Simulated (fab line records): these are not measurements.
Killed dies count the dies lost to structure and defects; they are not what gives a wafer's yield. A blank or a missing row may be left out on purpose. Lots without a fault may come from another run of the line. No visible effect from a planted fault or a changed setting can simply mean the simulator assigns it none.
Which tool is to blame? || flow gf180mcu || 12 lots with 36 wafers sampled at 4 steps, on a route of 602 steps

== WHAT THE GAUGES READ, wafer by wafer ==
GF_M3_THK_MEAS_06: measures by xrf.
{"lot": "L286", "measured": "day 20 06:56", "on": "film metro-01", "M3_ALCU_THK (nm)": "448 448 453"}
{"lot": "L292", "measured": "day 22 15:40", "on": "film metro-03", "M3_ALCU_THK (nm)": "463 468 466"}
{"lot": "L293", "measured": "day 23 04:19", "on": "film metro-01", "M3_ALCU_THK (nm)": "462 458 457"}
{"lot": "L298", "measured": "day 24 21:49", "on": "film metro-02", "M3_ALCU_THK (nm)": "457 455 459"}
{"lot": "L300", "measured": "day 25 12:26", "on": "film metro-03", "M3_ALCU_THK (nm)": "462 456 458"}
{"lot": "L302", "measured": "day 25 22:43", "on": "film metro-01", "M3_ALCU_THK (nm)": "455 452 452"}
{"lot": "L304", "measured": "day 26 18:22", "on": "film metro-01", "M3_ALCU_THK (nm)": "456 459 458"}
{"lot": "L305", "measured": "day 26 23:20", "on": "film metro-03", "M3_ALCU_THK (nm)": "467 466 460"}
{"lot": "L306", "measured": "day 27 08:21", "on": "film metro-01", "M3_ALCU_THK (nm)": "459 456 460"}
{"lot": "L307", "measured": "day 27 08:52", "on": "film metro-03", "M3_ALCU_THK (nm)": "458 463 455"}
{"lot": "L308", "measured": "day 27 15:52", "on": "film metro-03", "M3_ALCU_THK (nm)": "459 455 457"}
{"lot": "L309", "measured": "day 28 01:13", "on": "film metro-03", "M3_ALCU_THK (nm)": "456 454 455"}

GF_V3_BOW_MEAS_05.
{"lot": "L286", "measured": "day 21 08:09", "on": "film metro-02", "V3_BOW (um)": "109 104 99"}
{"lot": "L292", "measured": "day 23 15:37", "on": "film metro-02", "V3_BOW (um)": "113 118 108 - - -"}
{"lot": "L293", "measured": "day 24 04:20", "on": "film metro-02", "V3_BOW (um)": "134 124 118 - - -"}
{"lot": "L298", "measured": "day 25 21:05", "on": "film metro-04", "V3_BOW (um)": "116 123 121"}
{"lot": "L300", "measured": "day 26 10:41", "on": "film metro-01", "V3_BOW (um)": "105 111 109"}
{"lot": "L302", "measured": "day 26 20:54", "on": "film metro-04", "V3_BOW (um)": "116 125 115"}
{"lot": "L304", "measured": "day 27 16:29", "on": "film metro-02", "V3_BOW (um)": "122 128 117"}
{"lot": "L305", "measured": "day 27 20:58", "on": "film metro-01", "V3_BOW (um)": "121 116 113"}
{"lot": "L306", "measured": "day 28 05:33", "on": "film metro-01", "V3_BOW (um)": "102 101 103"}
{"lot": "L307", "measured": "day 28 05:51", "on": "film metro-02", "V3_BOW (um)": "108 115 109"}
{"lot": "L308", "measured": "day 28 11:58", "on": "film metro-04", "V3_BOW (um)": "117 127 119"}
{"lot": "L309", "measured": "day 28 21:43", "on": "film metro-01", "V3_BOW (um)": "116 122 114"}

GF_V3_OVL_MEAS_15.
{"lot": "L286", "measured": "day 22 07:35", "on": "overlay-01", "V3_OVL (nm)": "-8 1 -3"}
{"lot": "L292", "measured": "day 24 13:59", "on": "overlay-02", "V3_OVL (nm)": "-9 -2 -7"}
{"lot": "L293", "measured": "day 25 01:50", "on": "overlay-02", "V3_OVL (nm)": "-7 0 -9"}
{"lot": "L298", "measured": "day 26 17:39", "on": "overlay-02", "V3_OVL (nm)": "-9 -13 -10"}
{"lot": "L300", "measured": "day 27 07:13", "on": "overlay-01", "V3_OVL (nm)": "-4 -7 -2"}
{"lot": "L302", "measured": "day 27 17:13", "on": "overlay-02", "V3_OVL (nm)": "4 -1 1"}
{"lot": "L304", "measured": "day 28 11:59", "on": "overlay-02", "V3_OVL (nm)": "-6 -4 -3"}
{"lot": "L305", "measured": "day 28 16:42", "on": "overlay-01", "V3_OVL (nm)": "1 2 5"}
{"lot": "L306", "measured": "day 29 00:44", "on": "overlay-02", "V3_OVL (nm)": "-5 -5 -8"}
{"lot": "L307", "measured": "day 29 01:04", "on": "overlay-01", "V3_OVL (nm)": "-2 -4 -7"}
{"lot": "L308", "measured": "day 29 07:13", "on": "overlay-02", "V3_OVL (nm)": "4 4 2"}
{"lot": "L309", "measured": "day 29 17:23", "on": "overlay-01", "V3_OVL (nm)": "-4 -5 -3"}

== EACH LOT AND THE TOOL THAT RAN IT (in order: tool; ch and the chambers of the sampled wafers; start) ==
{"lot": "L286", "GF_V3_CMP_04": "cmp-02 ch 0,1,2, day 21 07:51"}
{"lot": "L292", "GF_V3_CMP_04": "cmp-02 ch 0,1,2, day 23 15:17"}
{"lot": "L293", "GF_V3_CMP_04": "cmp-02 ch 0,2,3, day 24 04:01"}
{"lot": "L298", "GF_V3_CMP_04": "cmp-01 ch 2,3, day 25 20:47"}
{"lot": "L300", "GF_V3_CMP_04": "cmp-01 ch 0,1,3, day 26 10:26"}
{"lot": "L302", "GF_V3_CMP_04": "cmp-02 ch 0,1,2, day 26 20:39"}
{"lot": "L304", "GF_V3_CMP_04": "cmp-02 ch 0,1,3, day 27 16:10"}
{"lot": "L305", "GF_V3_CMP_04": "cmp-01 ch 1,2, day 27 20:38"}
{"lot": "L306", "GF_V3_CMP_04": "cmp-02 ch 0,2,3, day 28 05:17"}
{"lot": "L307", "GF_V3_CMP_04": "cmp-01 ch 0,1,2, day 28 05:33"}
{"lot": "L308", "GF_V3_CMP_04": "cmp-01 ch 1,3, day 28 11:43"}
{"lot": "L309", "GF_V3_CMP_04": "cmp-01 ch 0,3, day 28 21:24"}
- GF_V3_CMP_04: polishes SiO2.

== WHAT THE TOOLS THEMSELVES READ (means of the sampled wafers that have a number; where no wafer has one, the mark that the record gives instead) ==
GF_V3_CMP_04.
{"lot": "L286", "tool": "cmp-02", "motor current A (A)": 11.6, "time to endpoint s (s)": 75}
{"lot": "L292", "tool": "cmp-02", "motor current A (A)": 11.8, "time to endpoint s (s)": 91}
{"lot": "L293", "tool": "cmp-02", "motor current A (A)": 11.7, "time to endpoint s (s)": 88}
{"lot": "L298", "tool": "cmp-01", "motor current A (A)": 12.5, "time to endpoint s (s)": 75}
{"lot": "L300", "tool": "cmp-01", "motor current A (A)": 12.2, "time to endpoint s (s)": 78}
{"lot": "L302", "tool": "cmp-02", "motor current A (A)": 11.8, "time to endpoint s (s)": 75}
{"lot": "L304", "tool": "cmp-02", "motor current A (A)": 12.3, "time to endpoint s (s)": 78}
{"lot": "L305", "tool": "cmp-01", "motor current A (A)": 12.4, "time to endpoint s (s)": 74}
{"lot": "L306", "tool": "cmp-02", "motor current A (A)": 11.3, "time to endpoint s (s)": 72}
{"lot": "L307", "tool": "cmp-01", "motor current A (A)": 12.4, "time to endpoint s (s)": 74}
{"lot": "L308", "tool": "cmp-01", "motor current A (A)": 12.0, "time to endpoint s (s)": 75}
{"lot": "L309", "tool": "cmp-01", "motor current A (A)": 12.1, "time to endpoint s (s)": 75}

== THE ANSWER, worked out from the rows above alone ==
Rule: usual is defined by the lots themselves. Put in order of their means at a reading, lots are off if they are a third of the lots or fewer, leave a main group of 4 or more, and stand apart from it by a gap of 3 or more times the standard deviation of the main group's means; of several such gaps the widest counts. A main group is skipped when, at the precision printed for the reading in the tables above, its means are all equal. Also off: a lot with no number at a reading for which 4 or more lots have one. The other lots that the step has rows for count as sound. Order of review: gauges by route order, followed by the tools' own readings, for which a lot's mean as printed above is used. At the first step where some lot is off, the reading lying furthest off is the one used; lots without a number count as furthest.
Off at GF_V3_CMP_04 (time to endpoint s): L292, L293. The main group has a mean of 75 s with a standard deviation of 1.7.
A tool fits if, at that step or a process step before it, it ran every lot that is off, and no sound lot after the first of them. Not one of the candidates tried fits.

== WHAT THE SIMULATOR PUT IN ==
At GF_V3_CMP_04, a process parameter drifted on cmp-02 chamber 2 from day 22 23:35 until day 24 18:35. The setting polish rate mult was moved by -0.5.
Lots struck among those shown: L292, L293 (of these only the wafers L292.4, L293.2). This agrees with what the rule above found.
